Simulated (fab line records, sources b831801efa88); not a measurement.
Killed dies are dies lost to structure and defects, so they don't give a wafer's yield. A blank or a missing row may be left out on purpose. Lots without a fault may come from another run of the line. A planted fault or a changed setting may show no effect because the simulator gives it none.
One fault seen from 2 desks | flow gf180mcu | each desk has only its own numbers; what lay behind them comes last

THE METROLOGY DESK
What the gauges read, lot by lot, whatever tool the lot ran on: means of the sampled wafers that have a number. A lot is out of limits, marked OUT, if its mean lies more than 4 standard deviations from the usual mean; the brackets give that distance.
Columns: A = CONTACT_CVD_00_THK at GF_CONTACT_THK_MEAS_01, usual 299 nm; B = CONTACT_W_RS at GF_CONTACT_RS_MEAS_25, usual 0.381 ohm/sq
lot  | first seen here | A   | B
L895 | day 15 07:18    | 298 | 0.382
L896 | day 15 13:46    | 299 | 0.389
L898 | day 16 15:49    | 299 | 0.381
L899 | day 17 01:35    | 297 | 0.386
L901 | day 17 09:51    | 298 | 0.382
L902 | day 18 07:07    | 303 | 0.377
L903 | day 18 07:53    | 304 | 0.382
L905 | day 19 01:26    | 299 | 0.371
L910 | day 21 04:23    | 298 | 0.382
L913 | day 22 01:52    | 300 | 0.381
L915 | day 22 17:20    | 302 | 0.364
L916 | day 22 22:00    | 298 | 0.373
L917 | day 23 07:23    | 298 | 0.377
This desk's finding: nothing out of limits on any of the 13 lots.

THE TOOL OWNER'S DESK: rie_diel-01
The tool's own readings at GF_CONTACT_ETCH_16 (etches BARC in N2/H2): means of the sampled wafers that have a number, for each lot that ran on this tool. A lot is out of limits, marked OUT, if its mean lies more than 4 standard deviations from the usual mean; the brackets give that distance.
Columns: A = bias_w at GF_CONTACT_ETCH_16, usual 100.02 W; B = chamber_pressure_mTorr at GF_CONTACT_ETCH_16, usual 30.001 mTorr; C = drypump_motor_current_A at GF_CONTACT_ETCH_16, usual 5.7 A; D = oes_product_au at GF_CONTACT_ETCH_16, usual 0.855 a.u.; E = rf_fwd_power_W at GF_CONTACT_ETCH_16, usual 495.0 W; F = throttle_valve_pct at GF_CONTACT_ETCH_16, usual 13.226 %
lot  | first seen here | A      | B      | C   | D     | E               | F
L899 | day 18 01:44    | 100.32 | 29.981 | 5.7 | 0.854 | 495.0           | 13.220
L902 | day 19 07:08    | 100.12 | 29.988 | 5.6 | 0.857 | 494.2           | 13.230
L903 | day 19 09:25    | 100.05 | 30.031 | 5.6 | 0.855 | 468.4 (-14) OUT | 13.227
L905 | day 20 02:50    | 99.79  | 29.988 | 5.7 | 0.860 | 468.5 (-14) OUT | 13.219
L915 | day 23 17:49    | 100.03 | 29.985 | 5.8 | 0.856 | 496.4           | 13.221
L916 | day 23 21:20    | 100.06 | 30.010 | 5.7 | 0.855 | 495.0           | 13.223
This desk's finding: out of limits on L903, L905; first on L903, day 19 09:25 (rf_fwd_power_W at GF_CONTACT_ETCH_16). In limits: L899, L902, L915, L916.

PUT TOGETHER
The tool owner's desk could have raised an alarm at day 19 09:25, on L903, L905.
The metrology desk saw nothing out of limits.
The metrology desk has L903, L905 on record, within its limits.
Of the lots named, all ran GF_CONTACT_ETCH_16 on rie_diel-01.

WHAT THE SIMULATOR HAD PUT IN
Process parameter drift: rie_diel-01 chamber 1, from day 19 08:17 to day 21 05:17, at GF_CONTACT_ETCH_16. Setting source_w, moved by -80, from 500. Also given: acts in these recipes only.
Lots struck among those shown: L903, L905.
Hours from the fault's start to each desk's first reading out of limits: the tool owner's desk, 1.
